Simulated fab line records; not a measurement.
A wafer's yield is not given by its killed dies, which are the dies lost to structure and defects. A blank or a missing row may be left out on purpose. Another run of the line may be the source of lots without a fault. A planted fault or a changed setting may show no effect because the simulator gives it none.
2 desks, one fault || flow gf180mcu || each desk holds nothing but its own numbers, with what lay behind them at the end

== AT THE TOOL OWNER'S DESK: wet bench-03 ==
The tool's own readings at GF_STI_WET_ETCH_28 (etches SiO2 in dHF, target depth 20 nm, time 40 s): means of the sampled wafers that have a number, for each lot that ran on this tool. A lot is out of limits, marked OUT, if its mean lies more than 4 standard deviations from the usual mean; the brackets give that distance.
Columns: A = run length s at GF_STI_WET_ETCH_28, usual 67.8 s
{"lot": "L273", "first seen here": "day 2 20:21", "A": 66.6}
{"lot": "L272", "first seen here": "day 2 20:43", "A": 66.8}
{"lot": "L275", "first seen here": "day 3 05:07", "A": 66.5}
{"lot": "L277", "first seen here": "day 3 18:16", "A": 72.0}
{"lot": "L280", "first seen here": "day 4 03:13", "A": 65.1}
{"lot": "L291", "first seen here": "day 6 11:50", "A": "33.7 (-12) OUT"}
{"lot": "L292", "first seen here": "day 6 17:18", "A": "33.2 (-12) OUT"}
This desk's verdict: out of limits on L291, L292, starting with L291 at day 6 11:50 (run length s at GF_STI_WET_ETCH_28). L273, L272, L275, L277, L280 stayed within limits.

== AT THE METROLOGY DESK ==
What the gauges read, lot by lot, whatever tool the lot ran on: means of the sampled wafers that have a number. A lot is out of limits, marked OUT, if its mean lies more than 4 standard deviations from the usual mean; the brackets give that distance.
Columns: A = STI_OXIDATION_THK at GF_STI_THK_MEAS_02, usual 10.02 nm; B = NWELL_TW at GF_NWELL_TW_MEAS_11, usual 1573
{"lot": "L271", "first seen here": "day 1 11:53", "A": 10.52, "B": 1587}
{"lot": "L272", "first seen here": "day 1 22:58", "A": 9.95, "B": 1577}
{"lot": "L273", "first seen here": "day 1 22:58", "A": 10.27, "B": 1555}
{"lot": "L274", "first seen here": "day 2 05:53", "A": 10.15, "B": 1551}
{"lot": "L275", "first seen here": "day 2 13:27", "A": 10.17, "B": 1573}
{"lot": "L276", "first seen here": "day 2 13:27", "A": 10.07, "B": 1553}
{"lot": "L277", "first seen here": "day 2 21:48", "A": 9.93, "B": 1592}
{"lot": "L279", "first seen here": "day 3 03:32", "A": 10.24, "B": 1541}
{"lot": "L280", "first seen here": "day 3 08:54", "A": 10.12, "B": 1596}
{"lot": "L283", "first seen here": "day 3 23:31", "A": 10.14, "B": 1571}
{"lot": "L286", "first seen here": "day 4 14:31", "A": 9.77, "B": 1602}
{"lot": "L291", "first seen here": "day 5 15:31", "A": 9.76, "B": 1578}
{"lot": "L292", "first seen here": "day 5 20:31", "A": 9.93, "B": 1591}
{"lot": "L293", "first seen here": "day 6 01:41", "A": 9.78, "B": 1544}
This desk found nothing out of limits on any of the 14 lots.

== PUT TOGETHER ==
The tool owner's desk could have raised an alarm at day 6 11:50, on L291, L292.
The metrology desk saw nothing out of limits.
The metrology desk has L291, L292 on record, within its limits.
GF_STI_WET_ETCH_28 was run on wet bench-03 by each of the lots named.

== WHAT THE SIMULATOR HAD INSERTED ==
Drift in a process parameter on wet bench-03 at GF_STI_WET_ETCH_28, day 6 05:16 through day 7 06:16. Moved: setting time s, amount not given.
Struck lots among those shown: L291, L292.
Each desk's first reading out of limits, in hours after the fault started: the tool owner's desk, 7.
